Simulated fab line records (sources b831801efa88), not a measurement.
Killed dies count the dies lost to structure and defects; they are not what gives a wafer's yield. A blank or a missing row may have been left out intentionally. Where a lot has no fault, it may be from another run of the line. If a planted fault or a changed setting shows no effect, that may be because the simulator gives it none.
The tool behind it: which one? | flow sky130 | 14 lots, 42 wafers sampled, at 2 steps of a route of 708

WHAT THE GAUGES READ, wafer by wafer
SKY_SD_P_CD_MEAS_07: the cd target is 380 nm. Usual: cd_nm at 379.3 nm, with a standard deviation of 2.2.
lot  | measured     | on        | cd_nm (nm)        | flag
L136 | day 25 06:50 | cd_sem-02 | 375.2 374.3 375.0 |
L139 | day 26 12:08 | cd_sem-01 | 378.2 375.6 375.9 |
L142 | day 27 09:52 | cd_sem-01 | 382.6 379.1 379.6 |
L143 | day 27 20:31 | cd_sem-01 | 381.9 381.1 382.4 |
L146 | day 28 23:30 | cd_sem-02 | 380.9 377.2 377.5 |
L147 | day 29 09:19 | cd_sem-01 | 376.1 379.3 379.5 |
L148 | day 29 19:50 | cd_sem-02 | 379.2 379.6 378.7 |
L152 | day 30 23:14 | cd_sem-01 | 379.9 378.9 380.7 |
L153 | day 31 08:38 | cd_sem-01 | 381.4 380.6 380.9 |
L154 | day 31 16:05 | cd_sem-01 | 380.8 381.2 380.9 |
L155 | day 31 19:16 | cd_sem-02 | 379.9 376.2 377.5 |
L156 | day 32 00:34 | cd_sem-01 | 380.9 378.8 380.2 |
L157 | day 32 10:11 | cd_sem-01 | 375.7 376.2 373.8 |
L158 | day 32 19:16 | cd_sem-02 | 379.0 380.9 381.0 |

SKY_SD_N_OVL_MEAS_08. Usual: for SD_N_OVL the level is 0.3 nm and the standard deviation is 1.2.
lot  | measured     | on         | SD_N_OVL (nm) | flag
L136 | day 27 16:56 | overlay-01 | -1.9 -2.2 0.3 |
L139 | day 28 21:18 | overlay-02 | 0.4 -1.4 -0.8 |
L142 | day 29 19:17 | overlay-01 | 0.4 -0.5 0.6  |
L143 | day 30 04:41 | overlay-01 | -0.5 0.1 -0.3 |
L146 | day 31 06:01 | overlay-02 | -0.8 0.5 0.5  |
L147 | day 31 16:44 | overlay-01 | 1.6 -0.3 1.6  |
L148 | day 32 02:17 | overlay-02 | 1.5 1.9 2.7   |
L152 | day 33 04:40 | overlay-02 | 0.7 -0.2 -0.3 |
L153 | day 33 13:33 | overlay-01 | 0.5 0.9 0.8   |
L154 | day 33 21:50 | overlay-02 | 0.2 -0.8 1.1  |
L155 | day 34 00:24 | overlay-01 | 0.9 0.9 1.1   |
L156 | day 34 05:23 | overlay-01 | -1.0 0.3 0.1  |
L157 | day 34 14:35 | overlay-02 | -0.8 0.0 -1.2 |
L158 | day 35 00:27 | overlay-02 | 1.0 0.9 0.3   |

TOOL THAT RAN EACH LOT (tool first, then ch and the chambers of the sampled wafers, then the start)
Before these readings, the record contains no process step.

WHAT THE TOOLS THEMSELVES READ (means of the sampled wafers that have a number; where no wafer has one, the mark that the record gives instead)
The record holds no such reading with a usual standard deviation.

THE ANSWER, worked out from the rows above alone
Rule: a lot counts as off when the mean over its wafers that have a number is more than 3 standard deviations away from the usual mean. A lot without any number at a reading at which 4 lots or more have one is off too. Any other lot the step has rows for is counted as sound. First the gauges in route order, then the tools' own readings, where a lot's mean is used as printed above. The first step at which some lot is off is used, and at that step the reading that is off furthest; a lot without a number counts as furthest.
No lot is off on any of the readings shown, so nothing can be concluded from this.

WHAT THE SIMULATOR HAD INSERTED
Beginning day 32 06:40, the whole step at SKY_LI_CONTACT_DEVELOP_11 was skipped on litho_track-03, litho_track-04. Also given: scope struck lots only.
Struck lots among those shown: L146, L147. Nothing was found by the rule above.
